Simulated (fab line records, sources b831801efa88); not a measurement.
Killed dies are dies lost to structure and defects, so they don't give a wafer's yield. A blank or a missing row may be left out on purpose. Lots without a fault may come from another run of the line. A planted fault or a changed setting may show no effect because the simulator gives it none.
Which tool did it? | flow gf180mcu | 11 lots, 33 wafers sampled, at 5 steps of a route of 602

WHAT THE GAUGES READ, wafer by wafer
GF_M4_OVL_MEAS_15.
lot  | measured     | on         | M4_OVL (nm)
L876 | day 23 14:52 | overlay-02 | 2 0 -5
L884 | day 26 09:25 | overlay-01 | 5 6 1
L889 | day 28 01:45 | overlay-02 | -2 -4 -4
L890 | day 28 11:34 | overlay-01 | 1 3 7
L892 | day 28 20:21 | overlay-02 | 6 4 -6
L893 | day 29 01:19 | overlay-02 | 1 1 -4
L894 | day 29 09:34 | overlay-01 | 2 1 4
L895 | day 29 14:31 | overlay-02 | 4 11 11
L896 | day 30 00:24 | overlay-01 | 1 3 -8
L897 | day 30 08:27 | overlay-01 | -3 2 -4
L898 | day 30 09:27 | overlay-01 | 1 -6 -4

GF_MIM_THK_MEAS_11: measures by xrf.
lot  | measured     | on            | MIM_ALCU_THK (nm)
L876 | day 24 16:18 | film_metro-04 | 202 202 203
L884 | day 27 09:10 | film_metro-04 | 201 204 216
L889 | day 29 00:45 | film_metro-03 | 198 199 201
L890 | day 29 10:24 | film_metro-02 | 203 200 199
L892 | day 29 18:43 | film_metro-04 | 202 202 203
L893 | day 29 23:35 | film_metro-02 | 208 202 208
L894 | day 30 08:17 | film_metro-04 | 206 209 204
L895 | day 30 12:51 | film_metro-04 | 206 205 202
L896 | day 30 22:35 | film_metro-02 | 208 205 205
L897 | day 31 06:11 | film_metro-04 | 204 206 205
L898 | day 31 07:41 | film_metro-04 | 201 205 201

WHICH TOOL RAN EACH LOT (tool, then ch and the chambers of the sampled wafers, then the start)
lot  | GF_V3_SPUTTER_22             | GF_MIM_SPUTTER_01            | GF_MIM_SPUTTER_09
L876 | pvd_sputter-02, day 22 15:04 | pvd_sputter-03, day 24 15:52 | pvd_sputter-04, day 24 16:08
L884 | pvd_sputter-04, day 25 11:32 | pvd_sputter-03, day 27 08:42 | pvd_sputter-04, day 27 08:59
L889 | pvd_sputter-03, day 27 04:35 | pvd_sputter-04, day 29 00:19 | pvd_sputter-01, day 29 00:35
L890 | pvd_sputter-02, day 27 14:58 | pvd_sputter-01, day 29 09:58 | pvd_sputter-03, day 29 10:14
L892 | pvd_sputter-04, day 28 00:31 | pvd_sputter-01, day 29 18:17 | pvd_sputter-03, day 29 18:34
L893 | pvd_sputter-04, day 28 05:31 | pvd_sputter-01, day 29 23:08 | pvd_sputter-04, day 29 23:25
L894 | pvd_sputter-03, day 28 13:50 | pvd_sputter-03, day 30 07:51 | pvd_sputter-03, day 30 08:08
L895 | pvd_sputter-04, day 28 19:05 | pvd_sputter-04, day 30 12:25 | pvd_sputter-03, day 30 12:41
L896 | pvd_sputter-03, day 29 05:02 | pvd_sputter-01, day 30 22:09 | pvd_sputter-03, day 30 22:26
L897 | pvd_sputter-03, day 29 12:43 | pvd_sputter-01, day 31 05:46 | pvd_sputter-04, day 31 06:02
L898 | pvd_sputter-03, day 29 14:23 | pvd_sputter-03, day 31 07:16 | pvd_sputter-04, day 31 07:32
- GF_V3_SPUTTER_22: material TiN, target thk 10 nm, time 40 s.
- GF_MIM_SPUTTER_01: material TiN, target thk 30 nm, time 25 s.
- GF_MIM_SPUTTER_09: material TiN, target thk 35 nm, time 29.2 s.

WHAT THE TOOLS THEMSELVES READ (means of the sampled wafers that have a number; where no wafer has one, the mark that the record gives instead)
GF_V3_SPUTTER_22.
lot  | tool           | throttle_valve_pct (%)
L876 | pvd_sputter-02 | 30.2
L884 | pvd_sputter-04 | 29.1
L889 | pvd_sputter-03 | 30.3
L890 | pvd_sputter-02 | 30.8
L892 | pvd_sputter-04 | 30.1
L893 | pvd_sputter-04 | 29.3
L894 | pvd_sputter-03 | 29.7
L895 | pvd_sputter-04 | 29.3
L896 | pvd_sputter-03 | 30.0
L897 | pvd_sputter-03 | 30.7
L898 | pvd_sputter-03 | 30.3

GF_MIM_SPUTTER_01.
lot  | tool           | throttle_valve_pct (%)
L876 | pvd_sputter-03 | 30.8
L884 | pvd_sputter-03 | 30.0
L889 | pvd_sputter-04 | 29.7
L890 | pvd_sputter-01 | 29.0
L892 | pvd_sputter-01 | 28.9
L893 | pvd_sputter-01 | 29.4
L894 | pvd_sputter-03 | 29.7
L895 | pvd_sputter-04 | 29.6
L896 | pvd_sputter-01 | 28.7
L897 | pvd_sputter-01 | 29.6
L898 | pvd_sputter-03 | 29.5

GF_MIM_SPUTTER_09.
lot  | tool           | throttle_valve_pct (%)
L876 | pvd_sputter-04 | 29.3
L884 | pvd_sputter-04 | 28.6
L889 | pvd_sputter-01 | 29.6
L890 | pvd_sputter-03 | 29.6
L892 | pvd_sputter-03 | 29.7
L893 | pvd_sputter-04 | 29.2
L894 | pvd_sputter-03 | 29.8
L895 | pvd_sputter-03 | 29.6
L896 | pvd_sputter-03 | 29.4
L897 | pvd_sputter-04 | 29.3
L898 | pvd_sputter-04 | 29.6

THE ANSWER, worked out from the rows above alone
Rule: what is usual is taken from the lots themselves. Put in order of their means at a reading, lots are off if they are a third of the lots or fewer, leave a main group of 4 or more, and stand apart from it by a gap of 3 or more times the standard deviation of the main group's means; of several such gaps the widest counts. A main group whose means are all the same, to the digits that the tables above print for the reading, isn't used. A lot without any number at a reading at which 4 lots or more have one is off too. The other lots that the step has rows for count as sound. The gauges are gone through in route order, then the tools' own readings, and for those a lot's mean is taken as printed above. The first step at which some lot is off is used, and at that step the reading that is off furthest; a lot without a number counts as furthest.
Off: L884, at GF_MIM_SPUTTER_09 (throttle_valve_pct). The main group: mean 29.5 %, standard deviation 0.19.
A tool fits if, at that step or a process step before it, it ran every lot that is off, and no sound lot after the first of them. None of those tried fits.

WHAT THE SIMULATOR HAD PUT IN
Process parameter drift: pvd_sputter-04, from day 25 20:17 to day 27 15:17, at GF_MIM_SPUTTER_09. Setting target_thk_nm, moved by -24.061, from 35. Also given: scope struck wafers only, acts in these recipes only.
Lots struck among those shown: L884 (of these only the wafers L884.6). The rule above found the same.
